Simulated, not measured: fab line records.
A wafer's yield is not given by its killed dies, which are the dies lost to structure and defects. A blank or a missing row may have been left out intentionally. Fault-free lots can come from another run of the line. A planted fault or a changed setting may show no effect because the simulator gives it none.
Chamber matching || flow gf180mcu || wet-bench-04 running GF_STI_WET_ETCH_17: 3 sister chambers
The step etches Si3N4 in H3PO4, target depth 45 nm, time 514 s. 3 wafers are shown with their chamber, then 4 later ones without.

== WAFERS, EACH WITH ITS CHAMBER ==
{"wafer": "L694.6", "chamber": 2, "run-length-s (s)": 548}
{"wafer": "L701.5", "chamber": 3, "run-length-s (s)": 541}
{"wafer": "L705.3", "chamber": 1, "run-length-s (s)": 540}

== WAFERS WITH NO CHAMBER GIVEN ==
{"wafer": "L705.4", "run-length-s (s)": 540}
{"wafer": "L709.1", "run-length-s (s)": 549}
{"wafer": "L709.3", "run-length-s (s)": 549}
{"wafer": "L709.4", "run-length-s (s)": 549}

== THE CHAMBER EACH PASSED THROUGH ==
{"wafer": "L705.4", "from the rows above": "can't be placed: 1 or 3", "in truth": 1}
{"wafer": "L709.1", "from the rows above": 2, "in truth": 2}
{"wafer": "L709.3", "from the rows above": 2, "in truth": 2}
{"wafer": "L709.4", "from the rows above": 2, "in truth": 2}
Correct placement for 3 of the 4. These rows do not allow placing 1 (true chamber among the candidates in 1). Wrongly placed: 0.
How it was worked out, from the rows above alone: a wafer's distance from a chamber is the root of the sum, over the readings, of the square of ((its reading less the chamber's mean) divided by the reading's scatter). If the next closest chamber is less than 2 further off than the closest, the wafer can't be placed; otherwise it belongs to the closest. Each chamber's mean is taken over the wafers shown for it. The scatter: root of mean squared gap, hidden wafer to nearest shown wafer, with one shown wafer a chamber.
